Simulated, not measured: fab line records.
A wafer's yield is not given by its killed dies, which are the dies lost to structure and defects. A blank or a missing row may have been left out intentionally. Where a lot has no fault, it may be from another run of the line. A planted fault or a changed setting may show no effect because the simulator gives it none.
Which of the tools did it?	flow sky130	Sampling: 12 lots, 36 wafers, 5 of 708 route steps

WHAT THE GAUGES SHOWED, per wafer
SKY_SONOS_ONO_THK_MEAS_01. Usual: for SONOS_ONO_OXIDATION_THK the level is 2.57 nm and the standard deviation is 0.05.
lot	measured	on	SONOS_ONO_OXIDATION_THK (nm)	flag
L892	day 11 14:52	film-metro-04	2.60 2.55 2.58	
L893	day 11 23:28	film-metro-04	2.61 2.64 2.53	
L894	day 12 14:15	film-metro-01	2.63 2.63 2.61	
L896	day 13 04:28	film-metro-01	2.58 2.57 2.53	
L900	day 14 07:53	film-metro-02	2.64 2.52 2.62	
L901	day 14 18:40	film-metro-04	3.26 3.21 3.26	OFF
L902	day 15 05:46	film-metro-02	3.15 3.17 3.17	OFF
L906	day 16 10:18	film-metro-04	2.57 2.57 2.49	
L911	day 18 04:59	film-metro-02	2.60 2.53 2.57	
L912	day 18 06:21	film-metro-01	2.59 2.56 2.56	
L913	day 18 18:02	film-metro-04	2.49 2.48 2.61	
L914	day 19 02:10	film-metro-04	2.56 2.63 2.60	

SKY_LI_CONTACT_THK_MEAS_23: measures by xrf. Usual: for LI_CONTACT_W_THK the level is 409 nm and the standard deviation is 6.1.
lot	measured	on	LI_CONTACT_W_THK (nm)	flag
L892	day 29 08:21	film-metro-04	417 413 416	
L893	day 29 19:57	film-metro-01	398 409 402	
L894	day 30 12:36	film-metro-04	412 421 413	
L896	day 31 01:55	film-metro-04	411 414 415	
L900	day 32 06:55	film-metro-01	406 404 410	
L901	day 32 17:55	film-metro-03	410 404 411	
L902	day 33 05:43	film-metro-03	409 412 411	
L906	day 34 04:35	film-metro-03	398 408 412	
L911	day 35 16:38	film-metro-04	403 410 408	
L912	day 35 23:46	film-metro-04	409 415 411	
L913	day 36 07:37	film-metro-04	408 409 403	
L914	day 36 12:47	film-metro-04	405 409 414	

SKY_CONTACT_RS_MEAS_25: a four-point-probe measurement. Usual: for CONTACT_W_RS the level is 0.341 ohm/sq and the standard deviation is 0.0037.
lot	measured	on	CONTACT_W_RS (ohm/sq)	flag
L892	day 31 18:26	film-metro-01	0.343 0.342 0.343	
L893	day 32 06:01	film-metro-02	0.336 0.344 0.338	
L894	day 32 22:14	film-metro-01	0.340 0.340 0.346	
L896	day 33 11:09	film-metro-02	0.343 0.337 0.336	
L900	day 34 15:01	film-metro-01	0.335 0.341 0.336	
L901	day 35 00:51	film-metro-01	0.339 0.348 0.340	
L902	day 35 13:10	film-metro-02	0.337 0.344 0.337	
L906	day 36 11:28	film-metro-01	0.341 0.335 0.341	
L911	day 37 23:25	film-metro-02	0.340 0.339 0.342	
L912	day 38 05:46	film-metro-02	0.338 0.340 0.341	
L913	day 38 14:34	film-metro-02	0.342 0.342 0.338	
L914	day 38 19:26	film-metro-01	0.342 0.336 0.341	

WHICH TOOL RAN EACH LOT (tool, then ch and the chambers of the sampled wafers, then the start)
lot	SKY_SONOS_ONO_OXIDATION_00	SKY_CONTACT_CVD_24
L892	furnace-01 ch 0, day 11 13:30	cvd-w-01 ch 0, day 31 18:19
L893	furnace-01 ch 0, day 11 22:05	cvd-w-02 ch 0,1, day 32 05:55
L894	furnace-02 ch 0, day 12 12:54	cvd-w-02 ch 0,1, day 32 22:06
L896	furnace-02 ch 0, day 13 03:07	cvd-w-02 ch 0,1, day 33 11:01
L900	furnace-01 ch 0, day 14 06:31	cvd-w-01 ch 0,1, day 34 14:52
L901	furnace-01 ch 0, day 14 17:18	cvd-w-02 ch 0,1, day 35 00:43
L902	furnace-01 ch 0, day 15 04:24	cvd-w-01 ch 0,1, day 35 13:03
L906	furnace-02 ch 0, day 16 08:57	cvd-w-02 ch 0,1, day 36 11:22
L911	furnace-02 ch 0, day 18 03:38	cvd-w-01 ch 0,1, day 37 23:18
L912	furnace-02 ch 0, day 18 04:59	cvd-w-01 ch 0,1, day 38 05:39
L913	furnace-01 ch 0, day 18 16:41	cvd-w-02 ch 0,1, day 38 14:26
L914	furnace-02 ch 0, day 19 00:49	cvd-w-01 ch 0,1, day 38 19:19
- SKY_SONOS_ONO_OXIDATION_00: stabilise 600 s, purge 300 s, target thk 2.6 nm.
- SKY_CONTACT_CVD_24: deposits W, target thk 340 nm, time 102.12 s.

AS READ BY THE TOOLS THEMSELVES (means over the sampled wafers that have a number; for cases with no such wafer, the mark the record gives instead)
SKY_SONOS_ONO_OXIDATION_00. Usual: spike-tc-bottom-C 823.9 C (standard deviation 2.9); spike-tc-centre-C 801.2 C (standard deviation 1.4); spike-tc-lower-C 801.1 C (standard deviation 1); spike-tc-top-C 813.6 C (standard deviation 1.2); spike-tc-upper-C 800.7 C (standard deviation 1.2); tube-center-temp-C 800 C (standard deviation 0.074); tube_center_temp_C_max 802.0 (standard deviation 0.31).
lot	tool	spike-tc-bottom-C (C)	spike-tc-centre-C (C)	spike-tc-lower-C (C)	spike-tc-top-C (C)	spike-tc-upper-C (C)	tube-center-temp-C (C)	tube_center_temp_C_max	flag
L892	furnace-01	821.0	801.4	800.6	812.7	801.9	800	802.2	
L893	furnace-01	821.5	801.6	799.7	813.1	800.9	800	801.9	
L894	furnace-02	827.1	799.9	802.5	813.7	799.7	800	801.9	
L896	furnace-02	826.1	799.9	801.3	814.1	799.9	800	802.1	
L900	furnace-01	820.2	801.9	801.3	813.2	802.3	800	801.9	
L901	furnace-01	837.5	818.3	816.8	828.0	816.5	816	817.5	OFF
L902	furnace-01	837.2	818.5	816.9	828.2	817.9	816	817.7	OFF
L906	furnace-02	826.7	800.7	801.1	815.3	801.2	800	802.1	
L911	furnace-02	826.1	800.8	801.4	814.2	800.2	800	802.0	
L912	furnace-02	827.0	799.2	802.1	813.9	799.8	800	802.0	
L913	furnace-01	820.9	802.1	802.2	813.4	801.7	800	801.9	
L914	furnace-02	826.4	800.0	801.3	814.4	799.8	800	802.1	

SKY_CONTACT_CVD_24. Usual: 879 W for heater-power-w, sd 56.
lot	tool	heater-power-w (W)	flag
L892	cvd-w-01	796	
L893	cvd-w-02	915	
L894	cvd-w-02	935	
L896	cvd-w-02	937	
L900	cvd-w-01	812	
L901	cvd-w-02	929	
L902	cvd-w-01	812	
L906	cvd-w-02	914	
L911	cvd-w-01	814	
L912	cvd-w-01	820	
L913	cvd-w-02	918	
L914	cvd-w-01	841	

THE ANSWER, worked out from the rows above alone
Rule: a lot counts as off when the mean over its wafers that have a number is more than 3 standard deviations away from the usual mean. Also off: a lot with no number at a reading for which 4 or more lots have one. Any other lot the step has rows for is counted as sound. After the gauges, taken in route order, come the tools' own readings; for these a lot's mean is taken, as printed above. At the first step where some lot is off, the reading lying furthest off is the one used; lots without a number count as furthest.
Off: L901, L902, seen at SKY_SONOS_ONO_THK_MEAS_01 (SONOS_ONO_OXIDATION_THK).
A tool fits if, at a process step before that reading, it ran every lot that is off, and no sound lot after the first of them. Not tried: the gauges at SKY_SONOS_ONO_THK_MEAS_01; whatever is off there is also off at SKY_SONOS_ONO_OXIDATION_00, on other tools, and gauge error can't account for it. None of those tried fits.

WHAT WAS PUT IN BY THE SIMULATOR
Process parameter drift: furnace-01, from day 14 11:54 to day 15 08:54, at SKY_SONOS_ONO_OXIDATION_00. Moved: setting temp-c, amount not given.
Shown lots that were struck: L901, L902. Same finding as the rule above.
